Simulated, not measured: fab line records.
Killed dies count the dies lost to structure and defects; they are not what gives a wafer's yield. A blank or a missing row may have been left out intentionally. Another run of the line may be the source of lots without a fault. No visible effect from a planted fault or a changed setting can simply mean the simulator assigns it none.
A single fault, viewed from 2 desks / flow gf180mcu / only its own numbers are on each desk; what lay behind them is given at the end

FOR THE TOOL OWNER'S DESK: litho-track-01
The tool's own readings at GF_VT_IMPLANT_DEVELOP_39 (develop time 60 s): means of the sampled wafers that have a number, for each lot that ran on this tool. Any lot whose mean is over 4 standard deviations away from the usual mean is out of limits and marked OUT; that distance is given in the brackets.
Columns: A = developer-temp-C at GF_VT_IMPLANT_DEVELOP_39, usual 23.02 C; B = exhaust-pa at GF_VT_IMPLANT_DEVELOP_39, usual 45.0 Pa
lot=L839; first seen here=day 8 08:01; A=23.08; B=44.9
lot=L843; first seen here=day 9 01:19; A=23.13; B=45.3
lot=L848; first seen here=day 10 06:26; A=23.12; B=45.4
lot=L854; first seen here=day 11 21:05; A=22.95; B=45.1
lot=L856; first seen here=day 12 12:44; A=22.20 (-8.5) OUT; B=44.2
lot=L858; first seen here=day 13 01:38; A=22.09 (-9.6) OUT; B=45.1
This desk finds L856, L858 out of limits, L856 being first, at day 12 12:44 (developer-temp-C at GF_VT_IMPLANT_DEVELOP_39). Within limits: L839, L843, L848, L854.

AT THE METROLOGY DESK
Lot by lot, what the gauges showed, no matter which tool ran the lot: averages of those sampled wafers that carry a number. Any lot whose mean is over 4 standard deviations away from the usual mean is out of limits and marked OUT; that distance is given in the brackets.
Columns: A = VT_IMPLANT_TW at GF_VT_IMPLANT_TW_MEAS_10, usual 561; B = VT_IMPLANT_01_OVL at GF_VT_IMPLANT_OVL_MEAS_18, usual 0.7 nm
lot=L838; first seen here=day 5 23:35; A=551; B=0.0
lot=L839; first seen here=day 6 10:13; A=575; B=0.1
lot=L841; first seen here=day 6 14:13; A=574; B=0.5
lot=L843; first seen here=day 7 00:37; A=558; B=-0.4
lot=L846; first seen here=day 7 12:41; A=575; B=-0.3
lot=L847; first seen here=day 7 21:11; A=572; B=-0.2
lot=L848; first seen here=day 8 03:49; A=558; B=1.7
lot=L850; first seen here=day 8 16:19; A=557; B=3.1
lot=L851; first seen here=day 8 22:02; A=553; B=1.2
lot=L854; first seen here=day 9 15:13; A=551; B=-1.1
lot=L856; first seen here=day 10 06:19; A=573; B=1.3
lot=L858; first seen here=day 10 17:40; A=573; B=2.0
lot=L859; first seen here=day 10 23:25; A=559; B=-0.0
lot=L861; first seen here=day 11 10:34; A=555; B=2.0
This desk's finding: nothing out of limits on any of the 14 lots.

PUT TOGETHER
On L856, L858, at day 12 12:44, an alarm was possible from the tool owner's desk.
From the metrology desk's view, nothing was out of limits.
The metrology desk holds a record of L856, L858, inside its limits.
Of the lots named, all ran GF_VT_IMPLANT_DEVELOP_39 on litho-track-01.

WHAT THE SIMULATOR HAD PUT IN
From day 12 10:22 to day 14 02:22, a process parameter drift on litho-track-01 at GF_VT_IMPLANT_DEVELOP_39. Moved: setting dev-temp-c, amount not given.
Shown lots that were struck: L856, L858.
Time in hours from fault onset to the first out-of-limits reading at each desk: the tool owner's desk, 2.
